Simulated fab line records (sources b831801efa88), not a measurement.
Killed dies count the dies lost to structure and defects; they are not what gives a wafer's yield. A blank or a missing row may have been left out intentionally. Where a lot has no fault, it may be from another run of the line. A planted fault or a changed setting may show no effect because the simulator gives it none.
2 desks looking at one fault    flow sky130    numbers are kept per desk, each desk with only its own; the story behind them comes last

== FOR THE TOOL OWNER'S DESK: implanter-01 ==
The tool's own readings at SKY_LDD_LDN_IMPLANT_08, given as means over the sampled wafers that have a number, one for each lot that went through this tool. A lot is out of limits, marked OUT, if its mean lies more than 4 standard deviations from the usual mean; the brackets give that distance.
Columns: A = beam-on-s at SKY_LDD_LDN_IMPLANT_08, usual 10.00 s; B = dose-ions-cm2 at SKY_LDD_LDN_IMPLANT_08, usual 1.2498e+13; C = faraday-current-uA at SKY_LDD_LDN_IMPLANT_08, usual 70.5
lot   first seen here  A      B                             C
L380  day 26 10:14     10.04  1.2499e+13                    70.1
L382  day 27 01:26     9.98   1.2506e+13                    70.4
L383  day 27 12:06     10.08  1.2474e+13                    69.8
L386  day 28 15:58     10.08  1.0401e+13 (-99 or more) OUT  58.3 (-9.4) OUT
L387  day 28 21:23     9.89   1.0393e+13 (-99 or more) OUT  59.4 (-8.6) OUT
This desk's verdict: out of limits on L386, L387, starting with L386 at day 28 15:58 (dose-ions-cm2 at SKY_LDD_LDN_IMPLANT_08). L380, L382, L383 stayed within limits.

== AT THE METROLOGY DESK ==
Lot by lot, what the gauges showed, no matter which tool ran the lot: averages of those sampled wafers that carry a number. A lot is out of limits, marked OUT, if its mean lies more than 4 standard deviations from the usual mean; the brackets give that distance.
Columns: A = POLY_GATE_TW at SKY_RES_PROTECT_TW_MEAS_08, usual 4016; B = POLY_GATE_OXIDATION_THK at SKY_POLY_GATE_THK_MEAS_21, usual 4.02 nm
lot   first seen here  A     B
L371  day 15 05:15     4022  4.03
L372  day 15 16:48     4003  4.02
L374  day 16 08:37     3963  3.97
L380  day 18 16:10     3972  4.03
L381  day 19 03:28     4019  3.96
L382  day 19 08:14     4084  4.00
L383  day 19 22:01     4003  3.97
L386  day 21 03:32     3992  4.05
L387  day 21 07:19     3984  4.12
L388  day 21 13:31     3982  4.15
L392  day 23 11:31     3988  3.96
L393  day 23 11:51     4012  4.08
This desk found nothing out of limits on any of the 12 lots.

== ALL TOGETHER ==
On L386, L387, at day 28 15:58, an alarm was possible from the tool owner's desk.
The metrology desk saw nothing out of limits.
The metrology desk holds a record of L386, L387, inside its limits.
The lots listed all ran SKY_LDD_LDN_IMPLANT_08 on implanter-01.

== WHAT WAS PUT IN BY THE SIMULATOR ==
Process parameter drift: implanter-01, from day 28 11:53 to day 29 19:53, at SKY_LDD_LDN_IMPLANT_08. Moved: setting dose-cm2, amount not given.
Shown lots that were struck: L386, L387.
Delay in hours, fault start to first out-of-limits reading, by desk: the tool owner's desk at 4.
